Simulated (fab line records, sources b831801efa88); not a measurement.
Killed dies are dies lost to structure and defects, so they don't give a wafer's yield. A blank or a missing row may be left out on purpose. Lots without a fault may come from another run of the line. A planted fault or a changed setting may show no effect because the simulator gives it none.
A struck lot beside a sound one | flow sky130 | 43 steps out of a route of 708
Sound: wafers L866.1, L866.4, L866.6. Struck: wafer L876.6. (L876.4 of the same lot was not struck and is left out.) The cause comes at the end.
At each step with rows: each side's tool, then ch and its chambers, then its first start. Under that, the readings that differ: sound wafers | struck wafers | difference of the means | sigmas: that difference in standard deviations of wafers without a fault.
alike: readings whose means differ by less than 2 such deviations, and words and numbers that are the same on both sides. not compared: withheld readings, readings that some wafer has no value for, bounds like >300 that may hide the same value, and numbers for which the record gives no deviation and whose values overlap.
The two part at a step that has a row with sigmas, a row that says differs or no value, or rows on one side only. Numbers that don't overlap but have no deviation are shown without sigmas and don't part them. A reading that every wafer of one side lacks parts them only if that side has two wafers or more.

SKY_POLY_CUT_ETCH_10: etches BARC in N2/H2, stops on SiO2, time 45.9 s, target depth 60 nm.
  sound on rie_diel-01 ch 0,1,3, day 27 11:01; struck on rie_diel-02 ch 3, day 31 15:59
  reading                     | sound       | struck | difference | sigmas
  drypump_motor_current_A (A) | 5.4 5.7 5.3 | 6.6    | +1.1       | +3
  alike: oes_product_au, throttle_valve_pct
  not compared: rf_hours_counter_h
SKY_POLY_CUT_ETCH_11: etches Si3N4 in CF4/CH2F2/Ar, stops on poly-Si, time 42.5 s, target depth 60 nm.
  sound on rie_diel-01 ch 0,1,3, day 27 11:03; struck on rie_diel-02 ch 3, day 31 16:01
  reading                     | sound       | struck | difference | sigmas
  drypump_motor_current_A (A) | 5.4 5.7 5.3 | 6.6    | +1.1       | +3
  alike: ch2f2_flow_sccm, oes_product_au, throttle_valve_pct
  not compared: rf_hours_counter_h
SKY_POLY_CUT_STRIP_12: strips in O2/N2.
  sound on plasma_asher-02 ch 0,1, day 27 11:05; struck on plasma_asher-03 ch 1, day 31 16:06
  alike: drypump_motor_current_A, oes_product_au, strip_time_to_endpoint_s
  not compared: rf_hours_counter_h
then, 7 steps without rows for these wafers: SKY_SD_P_DEHYDRATE_00 (time 60 s); SKY_SD_P_HMDS_01 (prime time 60 s); SKY_SD_P_COAT_02 (resist thk 1140 nm); SKY_SD_P_SOFTBAKE_03 (time 60 s); SKY_SD_P_EXPOSE_04 (exposes mask PSDM, target cd 380 nm); SKY_SD_P_PEB_05; SKY_SD_P_DEVELOP_06 (develop time 60 s).
SKY_SD_P_CD_MEAS_07: target cd 380 nm.
  sound on cd_sem-02, day 28 15:55; struck on cd_sem-02, day 32 19:34
  alike: cd_nm
SKY_SD_P_OVL_MEAS_08:
  sound on overlay-02, day 28 16:02; struck on overlay-02, day 32 19:38
  alike: SD_P_OVL
SKY_SD_P_IMPLANT_09:
  sound on implanter-04 ch 0, day 28 16:04; struck on implanter-04 ch 0, day 32 19:44
  alike: end_station_pressure_torr
SKY_SD_P_STRIP_10: strips in O2/N2.
  sound on plasma_asher-01 ch 0,1, day 28 16:13; struck on plasma_asher-03 ch 0, day 32 19:51
  reading                      | sound             | struck | difference | sigmas
  drypump_motor_current_A (A)  | 6.5 6.6 6.6       | 5.6    | -1.0       | -2
  oes_product_au (a.u.)        | 0.625 0.618 0.611 | 0.632  | +0.014     | +3
  strip_time_to_endpoint_s (s) | 17.52 17.51 17.53 | 16.87  | -0.65      | -12
  not compared: rf_hours_counter_h
SKY_SD_P_TW_MEAS_11:
  sound on film_metro-01, day 28 16:19; struck on film_metro-04, day 32 19:56
  reading | sound          | struck | difference | sigmas
  SD_P_TW | 2846 2869 2866 | 2608   | -252       | -6
then, 8 steps without rows for these wafers: SKY_RES_XHIGH_DEHYDRATE_00 (time 60 s); SKY_RES_XHIGH_HMDS_01 (prime time 60 s); SKY_RES_XHIGH_COAT_02 (resist thk 1140 nm); SKY_RES_XHIGH_SOFTBAKE_03 (time 60 s); SKY_RES_XHIGH_EXPOSE_04 (exposes mask URPM, target cd 1270 nm); SKY_RES_XHIGH_PEB_05; SKY_RES_XHIGH_DEVELOP_06 (develop time 60 s); SKY_RES_XHIGH_IMPLANT_07.
SKY_RES_XHIGH_STRIP_08: strips in O2/N2.
  sound on plasma_asher-03 ch 0,1, day 29 20:37; struck on plasma_asher-03 ch 1, day 33 21:42
  alike: drypump_motor_current_A, oes_product_au, strip_time_to_endpoint_s
  not compared: rf_hours_counter_h
SKY_RES_XHIGH_TW_MEAS_09:
  sound on film_metro-01, day 29 20:43; struck on film_metro-02, day 33 21:48
  reading      | sound          | struck | difference | sigmas
  RES_XHIGH_TW | 1666 1660 1669 | 1615   | -50        | -2
then, 7 steps without rows for these wafers: SKY_SD_N_DEHYDRATE_00 (time 60 s); SKY_SD_N_HMDS_01 (prime time 60 s); SKY_SD_N_COAT_02 (resist thk 1140 nm); SKY_SD_N_SOFTBAKE_03 (time 60 s); SKY_SD_N_EXPOSE_04 (exposes mask NSDM, target cd 380 nm); SKY_SD_N_PEB_05; SKY_SD_N_DEVELOP_06 (develop time 60 s).
SKY_SD_N_CD_MEAS_07: target cd 380 nm.
  sound on cd_sem-01, day 30 21:55; struck on cd_sem-01, day 35 00:56
  alike: cd_nm
SKY_SD_N_OVL_MEAS_08:
  sound on overlay-02, day 30 22:02; struck on overlay-01, day 35 01:01
  alike: SD_N_OVL
then, 3 steps without rows for these wafers: SKY_SD_N_IMPLANT_09; SKY_SD_N_IMPLANT_10; SKY_SD_N_STRIP_11 (strips in O2/N2).
SKY_SD_N_TW_MEAS_12:
  sound on film_metro-02, day 30 22:28; struck on film_metro-04, day 35 01:27
  alike: SD_N_TW
then, 1 step without rows for these wafers: SKY_SD_N_CLEAN_13 (cleans in SC1/SC2, time 150 s).
SKY_SD_N_RTA_14: time 2 s.
  sound on rtp_anneal-01 ch 0, day 30 22:34; struck on rtp_anneal-01 ch 0, day 35 01:34
  alike: lamp_power_pct, wafer_temp_C_max
SKY_SD_N_RS_MEAS_16: measures by four-point-probe.
  sound on film_metro-04, day 30 22:45; struck on film_metro-02, day 35 01:46
  reading          | sound             | struck | difference | sigmas
  SD_N_RS (ohm/sq) | 68.77 68.68 68.88 | 68.53  | -0.25      | -2
SKY_SD_N_RS_MEAS_17: measures by four-point-probe.
  sound on film_metro-04, day 30 22:52; struck on film_metro-02, day 35 01:53
  reading          | sound             | struck | difference | sigmas
  SD_P_RS (ohm/sq) | 147.8 147.9 147.4 | 151.9  | +4.2       | +11
-- the record jumps here: 16 days lie between the struck wafers' starts before and after (it left off in module SD_N and takes up again in module PAD_OPEN, whose first step shown is number 708 of the route) --
SKY_PAD_OPEN_PROBE_99:
  sound on prober-01, day 47 22:20; struck on prober-01, day 50 17:43
  reading                                 | sound             | struck | difference | sigmas
  killed_short                            | 31 29 40          | 47     | +14        | +2
  model.etest.licon_high_po.rc_ohm        | 349.4 354.1 337.2 | 788.4  | +441.5     |
  model.etest.res_high_po.line_ohm_um     | 769 759.6 746.8   | 1109   | +351       |
  model.etest.res_pdiff.line_ohm_um       | 1355 1357 1363    | 1538   | +180       |
  model.etest.pfet_01v8.r_on_ohm_um       | 2901 2875 2851    | 3024   | +148       |
  model.etest.res_high_po.rs_ohm_sq_range | 4.076 3.417 5.947 | 151.3  | +146.8     |
  model.etest.pfet_g5v0d10v5.r_on_ohm_um  | 4686 4586 4642    | 4749   | +111       |
  model.etest.res_high_po.rs_ohm_sq       | 270.8 262.7 259.7 | 393.1  | +128.7     |
  model.etest.licon_pdiff.rc_ohm          | 563.2 602.2 590.9 | 700.9  | +115.5     |
  alike: killed_at_M0_to_M3, killed_at_M4_up, killed_at_contacts, killed_at_front_end, killed_at_other, killed_dies, killed_open

WHERE THEY PART
First at SKY_POLY_CUT_ETCH_10; last, within this record, at SKY_PAD_OPEN_PROBE_99.

WHY: what the simulator had put in
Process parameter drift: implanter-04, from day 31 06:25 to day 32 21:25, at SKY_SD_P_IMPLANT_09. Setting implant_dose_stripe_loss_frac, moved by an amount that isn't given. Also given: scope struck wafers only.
